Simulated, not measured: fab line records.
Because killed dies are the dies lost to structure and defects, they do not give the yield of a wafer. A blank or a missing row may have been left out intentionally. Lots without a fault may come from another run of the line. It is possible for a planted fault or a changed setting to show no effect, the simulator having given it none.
Matching of chambers | flow gf180mcu | GF_V5_CVD_02 on pecvd-04: 3 sister chambers
The step deposits SiO2 from TEOS, target thk 1450 nm, time 163.28 s. 6 wafers are shown with their chamber, then 10 later ones without.

== WAFERS WITH THEIR CHAMBER ==
wafer  | chamber | heater power w (W) | rf fwd power W (W)
L083.4 | 1       | 718                | 596.5
L084.3 | 0       | 680                | 597.8
L084.4 | 1       | 747                | 598.4
L084.5 | 2       | 618                | 597.7
L088.1 | 0       | 665                | 597.1
L088.4 | 2       | 658                | 599.5

== WAFERS MISSING THEIR CHAMBER ==
wafer  | heater power w (W) | rf fwd power W (W)
L088.6 | 869                | 596.4
L093.3 | 679                | 600.4
L093.4 | 889                | 596.8
L093.5 | 544                | 602.6
L094.3 | 689                | 594.9
L094.4 | 531                | 598.0
L094.5 | 565                | 594.7
L097.2 | 913                | 596.4
L097.4 | 532                | 596.0
L097.5 | 755                | 594.9

== WHICH CHAMBER EACH WENT THROUGH ==
wafer  | from the rows above          | in truth
L088.6 | 1                            | 1
L093.3 | can't be placed: 2 or 0 or 1 | 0
L093.4 | 1                            | 1
L093.5 | can't be placed: 2 or 0      | 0
L094.3 | can't be placed: 0 or 1 or 2 | 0
L094.4 | can't be placed: 2 or 0      | 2
L094.5 | can't be placed: 2 or 0      | 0
L097.2 | 1                            | 1
L097.4 | can't be placed: 2 or 0      | 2
L097.5 | 1                            | 1
4 of 10 placed correctly. Not placeable from these rows: 6 (in 6, the candidates include the true chamber). Wrongly placed: 0.
How it was worked out, from the rows above alone: a wafer's distance from a chamber is the root of the sum, over the readings, of the square of ((its reading less the chamber's mean) divided by the reading's scatter). The wafer belongs to the nearest chamber; if the next one is less than 2 further off, it can't be placed. For every chamber, the mean is computed from those of its wafers that are shown. The scatter: take each reading less its chamber's mean, square it, sum over the shown wafers, divide by the number of wafers less the number of chambers, and take the root.
